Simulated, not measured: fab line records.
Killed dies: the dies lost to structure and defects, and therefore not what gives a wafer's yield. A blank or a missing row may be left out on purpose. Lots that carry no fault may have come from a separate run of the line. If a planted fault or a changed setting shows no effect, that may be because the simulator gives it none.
Matching of chambers || flow gf180mcu || GF_V5_CVD_02 on pecvd-02 has 3 sister chambers
The step deposits SiO2 from TEOS, target thk 1450 nm, time 163.28 s. 3 wafers are shown with their chamber, then 12 later ones without.

WAFERS, EACH WITH ITS CHAMBER
{"wafer": "L084.6", "chamber": 0, "heaterPowerW (W)": 690}
{"wafer": "L085.4", "chamber": 1, "heaterPowerW (W)": 726}
{"wafer": "L085.6", "chamber": 2, "heaterPowerW (W)": 462}

WAFERS WITHOUT THEIR CHAMBER
{"wafer": "L088.2", "heaterPowerW (W)": 705}
{"wafer": "L088.3", "heaterPowerW (W)": 689}
{"wafer": "L088.6", "heaterPowerW (W)": 731}
{"wafer": "L089.1", "heaterPowerW (W)": 675}
{"wafer": "L089.3", "heaterPowerW (W)": 555}
{"wafer": "L089.6", "heaterPowerW (W)": 721}
{"wafer": "L094.2", "heaterPowerW (W)": 530}
{"wafer": "L094.4", "heaterPowerW (W)": 559}
{"wafer": "L094.6", "heaterPowerW (W)": 587}
{"wafer": "L096.1", "heaterPowerW (W)": 491}
{"wafer": "L096.2", "heaterPowerW (W)": 615}
{"wafer": "L096.6", "heaterPowerW (W)": 585}

WHICH CHAMBER EACH WENT THROUGH
{"wafer": "L088.2", "from the rows above": "can't be placed: 0 or 1", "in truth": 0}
{"wafer": "L088.3", "from the rows above": "can't be placed: 0 or 1", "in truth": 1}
{"wafer": "L088.6", "from the rows above": "can't be placed: 1 or 0", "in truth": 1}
{"wafer": "L089.1", "from the rows above": "can't be placed: 0 or 1", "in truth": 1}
{"wafer": "L089.3", "from the rows above": "can't be placed: 2 or 0 or 1", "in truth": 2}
{"wafer": "L089.6", "from the rows above": "can't be placed: 1 or 0", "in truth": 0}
{"wafer": "L094.2", "from the rows above": "can't be placed: 2 or 0 or 1", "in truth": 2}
{"wafer": "L094.4", "from the rows above": "can't be placed: 2 or 0 or 1", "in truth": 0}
{"wafer": "L094.6", "from the rows above": "can't be placed: 0 or 2 or 1", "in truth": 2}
{"wafer": "L096.1", "from the rows above": 2, "in truth": 2}
{"wafer": "L096.2", "from the rows above": "can't be placed: 0 or 1 or 2", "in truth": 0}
{"wafer": "L096.6", "from the rows above": "can't be placed: 0 or 2 or 1", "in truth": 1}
Placed correctly: 1 of 12. From these rows, 11 cannot be placed; in 11 the true chamber is one of the candidates. Number placed wrongly: 0.
How it was worked out, from the rows above alone: a wafer's distance from a chamber is the root of the sum, over the readings, of the square of ((its reading less the chamber's mean) divided by the reading's scatter). If the next closest chamber is less than 2 further off than the closest, the wafer can't be placed; otherwise it belongs to the closest. For every chamber, the mean is computed from those of its wafers that are shown. The scatter: with one shown wafer a chamber, the root of the mean of the squares of how far each hidden wafer lies from its nearest shown one.
